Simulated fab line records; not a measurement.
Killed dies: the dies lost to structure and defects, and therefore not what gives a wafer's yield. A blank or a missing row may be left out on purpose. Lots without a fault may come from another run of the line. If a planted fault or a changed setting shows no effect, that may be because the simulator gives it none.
Which tool did it? / flow sky130 / 13 lots, 39 wafers sampled, at 3 steps of a route of 708

== WHAT EACH GAUGE READ, for each wafer ==
The record lacks any reading of a measuring or inspecting step that a usual standard deviation could be used to judge.

== WHICH TOOL RAN EACH LOT (tool, then ch and the chambers of the sampled wafers, then the start) ==
lot=L305; SKY_LDD_HVP_STRIP_09=plasma asher-02 ch 0,1, day 21 19:33; SKY_SPACER_ETCHBACK_02=rie diel-03 ch 0,2,3, day 23 04:15; SKY_SD_N_STRIP_11=plasma asher-03 ch 0,1, day 28 01:34
lot=L306; SKY_LDD_HVP_STRIP_09=plasma asher-01 ch 0,1, day 21 23:40; SKY_SPACER_ETCHBACK_02=rie diel-02 ch 1,2,3, day 23 07:50; SKY_SD_N_STRIP_11=plasma asher-02 ch 0,1, day 28 03:34
lot=L307; SKY_LDD_HVP_STRIP_09=plasma asher-01 ch 1, day 22 15:36; SKY_SPACER_ETCHBACK_02=rie diel-03 ch 1,3, day 24 00:41; SKY_SD_N_STRIP_11=plasma asher-03 ch 0,1, day 28 21:55
lot=L311; SKY_LDD_HVP_STRIP_09=plasma asher-04 ch 0,1, day 23 15:34; SKY_SPACER_ETCHBACK_02=rie diel-02 ch 0,2,3, day 26 08:52; SKY_SD_N_STRIP_11=plasma asher-02 ch 0,1, day 31 01:52
lot=L313; SKY_LDD_HVP_STRIP_09=plasma asher-01 ch 0,1, day 25 01:57; SKY_SPACER_ETCHBACK_02=rie diel-01 ch 0,2,3, day 26 08:56; SKY_SD_N_STRIP_11=plasma asher-04 ch 0,1, day 31 02:31
lot=L315; SKY_LDD_HVP_STRIP_09=plasma asher-01 ch 0,1, day 25 09:23; SKY_SPACER_ETCHBACK_02=rie diel-03 ch 2,3, day 26 16:05; SKY_SD_N_STRIP_11=plasma asher-04 ch 0,1, day 31 09:03
lot=L316; SKY_LDD_HVP_STRIP_09=plasma asher-02 ch 0,1, day 25 13:50; SKY_SPACER_ETCHBACK_02=rie diel-03 ch 0,2,3, day 26 19:07; SKY_SD_N_STRIP_11=plasma asher-02 ch 0,1, day 31 13:37
lot=L317; SKY_LDD_HVP_STRIP_09=plasma asher-04 ch 0,1, day 26 00:07; SKY_SPACER_ETCHBACK_02=rie diel-03 ch 1,2,3, day 27 07:15; SKY_SD_N_STRIP_11=plasma asher-02 ch 0,1, day 31 23:10
lot=L323; SKY_LDD_HVP_STRIP_09=plasma asher-02 ch 0,1, day 28 04:54; SKY_SPACER_ETCHBACK_02=rie diel-01 ch 0,1,2, day 29 11:50; SKY_SD_N_STRIP_11=plasma asher-03 ch 0,1, day 34 01:07
lot=L324; SKY_LDD_HVP_STRIP_09=plasma asher-04 ch 0,1, day 28 07:43; SKY_SPACER_ETCHBACK_02=rie diel-03 ch 0,1,3, day 29 14:05; SKY_SD_N_STRIP_11=plasma asher-04 ch 0,1, day 34 03:23
lot=L326; SKY_LDD_HVP_STRIP_09=plasma asher-02 ch 0,1, day 28 20:04; SKY_SPACER_ETCHBACK_02=rie diel-01 ch 1,3, day 30 02:49; SKY_SD_N_STRIP_11=plasma asher-03 ch 0,1, day 34 16:31
lot=L327; SKY_LDD_HVP_STRIP_09=plasma asher-04 ch 0,1, day 29 03:49; SKY_SPACER_ETCHBACK_02=rie diel-02 ch 1,2, day 30 10:29; SKY_SD_N_STRIP_11=plasma asher-03 ch 0,1, day 34 23:59
lot=L328; SKY_LDD_HVP_STRIP_09=plasma asher-01 ch 0,1, day 29 13:49; SKY_SPACER_ETCHBACK_02=rie diel-02 ch 0,1,3, day 30 19:30; SKY_SD_N_STRIP_11=plasma asher-02 ch 0,1, day 35 06:28
- SKY_LDD_HVP_STRIP_09: strips in O2/N2.
- SKY_SPACER_ETCHBACK_02: etches Si3N4 in CH3F/O2, stops on SiO2, time 46.7 s, target depth 45 nm.
- SKY_SD_N_STRIP_11: strips in O2/N2.

== WHAT THE TOOLS THEMSELVES READ (means of the sampled wafers that have a number; where no wafer has one, the mark that the record gives instead) ==
SKY_LDD_HVP_STRIP_09. Usual: drypump motor current A 5.7 A, standard deviation 0.53; oes product au 0.409 a.u., standard deviation 0.0049; strip time to endpoint s 4.131 s, standard deviation 0.015.
lot=L305; tool=plasma asher-02; drypump motor current A (A)=6.1; oes product au (a.u.)=0.404; strip time to endpoint s (s)=4.148; flag=
lot=L306; tool=plasma asher-01; drypump motor current A (A)=5.5; oes product au (a.u.)=0.410; strip time to endpoint s (s)=4.126; flag=
lot=L307; tool=plasma asher-01; drypump motor current A (A)=6.4; oes product au (a.u.)=0.405; strip time to endpoint s (s)=4.112; flag=
lot=L311; tool=plasma asher-04; drypump motor current A (A)=5.5; oes product au (a.u.)=0.413; strip time to endpoint s (s)=4.120; flag=
lot=L313; tool=plasma asher-01; drypump motor current A (A)=6.0; oes product au (a.u.)=0.408; strip time to endpoint s (s)=4.133; flag=
lot=L315; tool=plasma asher-01; drypump motor current A (A)=5.5; oes product au (a.u.)=0.408; strip time to endpoint s (s)=4.121; flag=
lot=L316; tool=plasma asher-02; drypump motor current A (A)=6.1; oes product au (a.u.)=0.410; strip time to endpoint s (s)=4.122; flag=
lot=L317; tool=plasma asher-04; drypump motor current A (A)=5.5; oes product au (a.u.)=0.403; strip time to endpoint s (s)=4.135; flag=
lot=L323; tool=plasma asher-02; drypump motor current A (A)=6.1; oes product au (a.u.)=0.409; strip time to endpoint s (s)=4.115; flag=
lot=L324; tool=plasma asher-04; drypump motor current A (A)=5.5; oes product au (a.u.)=0.406; strip time to endpoint s (s)=4.129; flag=
lot=L326; tool=plasma asher-02; drypump motor current A (A)=6.0; oes product au (a.u.)=0.411; strip time to endpoint s (s)=4.147; flag=
lot=L327; tool=plasma asher-04; drypump motor current A (A)=5.5; oes product au (a.u.)=0.410; strip time to endpoint s (s)=4.112; flag=
lot=L328; tool=plasma asher-01; drypump motor current A (A)=6.0; oes product au (a.u.)=0.406; strip time to endpoint s (s)=4.133; flag=

SKY_SPACER_ETCHBACK_02. Usual: drypump motor current A 5.6 A, standard deviation 0.43; oes product au 0.855 a.u., standard deviation 0.0066; rf fwd power W 395.9 W, standard deviation 2; throttle valve pct 10.563 %, standard deviation 0.0091.
lot=L305; tool=rie diel-03; drypump motor current A (A)=5.5; oes product au (a.u.)=0.854; rf fwd power W (W)=395.7; throttle valve pct (%)=10.568; flag=
lot=L306; tool=rie diel-02; drypump motor current A (A)=6.1; oes product au (a.u.)=0.851; rf fwd power W (W)=396.8; throttle valve pct (%)=10.566; flag=
lot=L307; tool=rie diel-03; drypump motor current A (A)=5.5; oes product au (a.u.)=0.856; rf fwd power W (W)=395.2; throttle valve pct (%)=10.562; flag=
lot=L311; tool=rie diel-02; drypump motor current A (A)=5.8; oes product au (a.u.)=0.859; rf fwd power W (W)=396.2; throttle valve pct (%)=10.563; flag=
lot=L313; tool=rie diel-01; drypump motor current A (A)=5.3; oes product au (a.u.)=0.857; rf fwd power W (W)=394.2; throttle valve pct (%)=10.565; flag=
lot=L315; tool=rie diel-03; drypump motor current A (A)=5.2; oes product au (a.u.)=0.857; rf fwd power W (W)=397.2; throttle valve pct (%)=10.566; flag=
lot=L316; tool=rie diel-03; drypump motor current A (A)=5.5; oes product au (a.u.)=0.852; rf fwd power W (W)=394.4; throttle valve pct (%)=10.562; flag=
lot=L317; tool=rie diel-03; drypump motor current A (A)=5.4; oes product au (a.u.)=0.865; rf fwd power W (W)=395.9; throttle valve pct (%)=10.571; flag=
lot=L323; tool=rie diel-01; drypump motor current A (A)=5.3; oes product au (a.u.)=0.849; rf fwd power W (W)=393.6; throttle valve pct (%)=10.561; flag=
lot=L324; tool=rie diel-03; drypump motor current A (A)=5.7; oes product au (a.u.)=0.852; rf fwd power W (W)=394.6; throttle valve pct (%)=10.571; flag=
lot=L326; tool=rie diel-01; drypump motor current A (A)=5.6; oes product au (a.u.)=0.855; rf fwd power W (W)=396.5; throttle valve pct (%)=10.558; flag=
lot=L327; tool=rie diel-02; drypump motor current A (A)=6.2; oes product au (a.u.)=0.858; rf fwd power W (W)=397.9; throttle valve pct (%)=10.559; flag=
lot=L328; tool=rie diel-02; drypump motor current A (A)=5.6; oes product au (a.u.)=0.852; rf fwd power W (W)=395.7; throttle valve pct (%)=10.563; flag=

SKY_SD_N_STRIP_11. Usual: drypump motor current A 6.1 A, standard deviation 0.4; oes product au 0.528 a.u., standard deviation 0.004; strip time to endpoint s 22.54 s, standard deviation 0.044.
lot=L305; tool=plasma asher-03; drypump motor current A (A)=6.5; oes product au (a.u.)=0.524; strip time to endpoint s (s)=22.53; flag=
lot=L306; tool=plasma asher-02; drypump motor current A (A)=6.1; oes product au (a.u.)=0.533; strip time to endpoint s (s)=22.61; flag=
lot=L307; tool=plasma asher-03; drypump motor current A (A)=6.5; oes product au (a.u.)=0.527; strip time to endpoint s (s)=22.56; flag=
lot=L311; tool=plasma asher-02; drypump motor current A (A)=6.1; oes product au (a.u.)=0.528; strip time to endpoint s (s)=22.60; flag=
lot=L313; tool=plasma asher-04; drypump motor current A (A)=5.5; oes product au (a.u.)=0.530; strip time to endpoint s (s)=22.55; flag=
lot=L315; tool=plasma asher-04; drypump motor current A (A)=5.5; oes product au (a.u.)=0.369; strip time to endpoint s (s)=-; flag=OFF
lot=L316; tool=plasma asher-02; drypump motor current A (A)=6.1; oes product au (a.u.)=0.532; strip time to endpoint s (s)=22.58; flag=
lot=L317; tool=plasma asher-02; drypump motor current A (A)=6.1; oes product au (a.u.)=0.526; strip time to endpoint s (s)=22.61; flag=
lot=L323; tool=plasma asher-03; drypump motor current A (A)=6.4; oes product au (a.u.)=0.527; strip time to endpoint s (s)=22.53; flag=
lot=L324; tool=plasma asher-04; drypump motor current A (A)=5.4; oes product au (a.u.)=0.526; strip time to endpoint s (s)=22.58; flag=
lot=L326; tool=plasma asher-03; drypump motor current A (A)=6.4; oes product au (a.u.)=0.529; strip time to endpoint s (s)=22.50; flag=
lot=L327; tool=plasma asher-03; drypump motor current A (A)=6.4; oes product au (a.u.)=0.525; strip time to endpoint s (s)=22.45; flag=
lot=L328; tool=plasma asher-02; drypump motor current A (A)=6.1; oes product au (a.u.)=0.523; strip time to endpoint s (s)=22.57; flag=

== THE ANSWER, worked out from the rows above alone ==
Rule: take the mean of a lot's wafers that have a number; if it is more than 3 standard deviations from the usual mean, the lot is off. A lot without any number at a reading at which 4 lots or more have one is off too. Where the step has rows for the other lots, those lots are counted as sound. The gauges are gone through in route order, then the tools' own readings, and for those a lot's mean is taken as printed above. At the first step where some lot is off, the reading lying furthest off is the one used; lots without a number count as furthest.
Off, at SKY_SD_N_STRIP_11 on strip time to endpoint s: L315. Without a number there: L315.
If a tool, at that step or one of the process steps before it, ran each lot that is off and ran no sound lot following the first of them, it fits. No candidate that was tried fits.

== WHAT HAD BEEN PUT IN BY THE SIMULATOR ==
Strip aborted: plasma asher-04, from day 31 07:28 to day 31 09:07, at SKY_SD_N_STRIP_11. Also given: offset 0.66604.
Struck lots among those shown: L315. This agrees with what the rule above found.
